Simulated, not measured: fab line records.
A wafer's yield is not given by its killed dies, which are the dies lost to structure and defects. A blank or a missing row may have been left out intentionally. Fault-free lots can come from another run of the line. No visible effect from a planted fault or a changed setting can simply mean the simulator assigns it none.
What tool caused it? ; flow gf180mcu ; 12 lots, 36 wafers sampled, at 2 steps of a route of 602

WHAT THE GAUGES READ, wafer by wafer
GF_M4_RS_MEAS_05: measurement is done with a four-point probe.
lot;measured;on;M4_ALCU_RS (ohm/sq)
L075;day 23 18:14;film_metro-02;0.0687 0.0689 0.0691
L077;day 23 23:41;film_metro-03;0.0697 0.0693 0.0687
L080;day 24 15:52;film_metro-02;0.0709 0.0700 0.0708
L082;day 25 08:40;film_metro-04;0.0695 0.0701 0.0696
L081;day 25 16:37;film_metro-04;0.0693 0.0699 0.0682
L085;day 26 04:44;film_metro-04;0.0684 0.0693 0.0693
L087;day 26 22:12;film_metro-03;0.0700 0.0692 0.0693
L089;day 27 12:10;film_metro-02;0.0696 0.0695 0.0696
L091;day 28 03:43;film_metro-02;0.0689 0.0688 0.0688
L093;day 28 11:34;film_metro-03;0.0692 0.0695 0.0693
L095;day 29 00:20;film_metro-04;0.0698 0.0687 0.0698
L097;day 29 11:46;film_metro-04;0.0688 0.0679 0.0686

WHICH TOOL RAN EACH LOT (tool, then ch and the chambers of the sampled wafers, then the start)
lot;GF_V3_SPUTTER_21
L075;pvd_sputter-02, day 23 16:58
L077;pvd_sputter-03, day 23 22:46
L080;pvd_sputter-02, day 24 14:57
L082;pvd_sputter-03, day 25 07:46
L081;pvd_sputter-03, day 25 15:43
L085;pvd_sputter-02, day 26 03:49
L087;pvd_sputter-04, day 26 21:16
L089;pvd_sputter-03, day 27 11:13
L091;pvd_sputter-03, day 28 02:45
L093;pvd_sputter-02, day 28 10:38
L095;pvd_sputter-04, day 28 23:25
L097;pvd_sputter-03, day 29 10:47
- GF_V3_SPUTTER_21: material Ti, target thk 15 nm, time 80.02 s.

THE ANSWER, worked out from the rows above alone
Rule: usual is defined by the lots themselves. Put in order of their means at a reading, lots are off if they are a third of the lots or fewer, leave a main group of 4 or more, and stand apart from it by a gap of 3 or more times the standard deviation of the main group's means; of several such gaps the widest counts. A main group is skipped when, at the precision printed for the reading in the tables above, its means are all equal. Also off: a lot with no number at a reading for which 4 or more lots have one. Any other lot the step has rows for is counted as sound.
Nothing can be told from this: no lot is off at any reading shown.

WHAT THE SIMULATOR HAD PUT IN
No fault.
